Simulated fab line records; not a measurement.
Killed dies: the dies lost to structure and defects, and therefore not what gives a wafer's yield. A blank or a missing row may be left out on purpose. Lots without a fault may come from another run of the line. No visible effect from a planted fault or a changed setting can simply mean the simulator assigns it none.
What tool caused it? / flow gf180mcu / 11 lots with 32 wafers sampled at 2 steps, on a route of 602 steps

WHAT EACH GAUGE READ, for each wafer
GF_M3_CD_MEAS_14 targets a cd of 280 nm. Usual: cd-nm at 279.6 nm, with a standard deviation of 1.3.
lot=L114; measured=day 21 08:38; on=cd-sem-02; cd-nm (nm)=279.8 279.1 279.3; flag=
lot=L115; measured=day 21 20:56; on=cd-sem-01; cd-nm (nm)=280.8 279.9 281.7; flag=
lot=L117; measured=day 22 17:47; on=cd-sem-01; cd-nm (nm)=278.8 278.2 278.5; flag=
lot=L118; measured=day 22 18:54; on=cd-sem-01; cd-nm (nm)=278.9 280.6 279.8; flag=
lot=L120; measured=day 23 11:16; on=cd-sem-02; cd-nm (nm)=279.6 280.5 279.4; flag=
lot=L127; measured=day 26 02:34; on=cd-sem-02; cd-nm (nm)=282.4 282.5 282.9; flag=
lot=L128; measured=day 26 20:42; on=cd-sem-02; cd-nm (nm)=281.1 281.0 280.6; flag=
lot=L131; measured=day 28 01:56; on=cd-sem-02; cd-nm (nm)=277.8 278.6; flag=
lot=L133; measured=day 28 17:56; on=cd-sem-02; cd-nm (nm)=278.6 278.6 279.3; flag=
lot=L135; measured=day 29 04:01; on=cd-sem-01; cd-nm (nm)=278.1 279.5 279.6; flag=
lot=L136; measured=day 29 04:23; on=cd-sem-01; cd-nm (nm)=280.2 279.9 280.2; flag=

GF_V3_THK_MEAS_03. Usual: V3_CVD_02_THK gives 853 nm (standard deviation 12).
lot=L114; measured=day 21 09:41; on=film-metro-02; V3_CVD_02_THK (nm)=854 859 861; flag=
lot=L115; measured=day 21 22:05; on=film-metro-03; V3_CVD_02_THK (nm)=850 848 868; flag=
lot=L117; measured=day 22 18:48; on=film-metro-03; V3_CVD_02_THK (nm)=861 858 841; flag=
lot=L118; measured=day 22 19:56; on=film-metro-01; V3_CVD_02_THK (nm)=848 836 872; flag=
lot=L120; measured=day 23 12:17; on=film-metro-02; V3_CVD_02_THK (nm)=844 859 876; flag=
lot=L127; measured=day 26 03:38; on=film-metro-02; V3_CVD_02_THK (nm)=840 854 858; flag=
lot=L128; measured=day 26 21:43; on=film-metro-02; V3_CVD_02_THK (nm)=847 854 844; flag=
lot=L131; measured=day 28 02:56; on=film-metro-01; V3_CVD_02_THK (nm)=854 855; flag=
lot=L133; measured=day 28 18:57; on=film-metro-01; V3_CVD_02_THK (nm)=844 843 852; flag=
lot=L135; measured=day 29 05:02; on=film-metro-03; V3_CVD_02_THK (nm)=840 832 849; flag=
lot=L136; measured=day 29 05:28; on=film-metro-02; V3_CVD_02_THK (nm)=852 875 883; flag=

WHICH TOOL RAN EACH LOT (tool, then ch and the chambers of the sampled wafers, then the start)
There is no process step in the record ahead of these readings.

AS READ BY THE TOOLS THEMSELVES (means over the sampled wafers that have a number; for cases with no such wafer, the mark the record gives instead)
The record holds no such reading with a usual standard deviation.

THE ANSWER, worked out from the rows above alone
Rule: a lot is off if the mean of its wafers that have a number lies more than 3 standard deviations from the usual mean. Also off: a lot with no number at a reading for which 4 or more lots have one. All remaining lots with rows at the step are treated as sound. First the gauges in route order, then the tools' own readings, where a lot's mean is used as printed above. At the first step where some lot is off, the reading lying furthest off is the one used; lots without a number count as furthest.
Across all readings shown, no lot is off: no conclusion can be drawn from this.

WHAT HAD BEEN PUT IN BY THE SIMULATOR
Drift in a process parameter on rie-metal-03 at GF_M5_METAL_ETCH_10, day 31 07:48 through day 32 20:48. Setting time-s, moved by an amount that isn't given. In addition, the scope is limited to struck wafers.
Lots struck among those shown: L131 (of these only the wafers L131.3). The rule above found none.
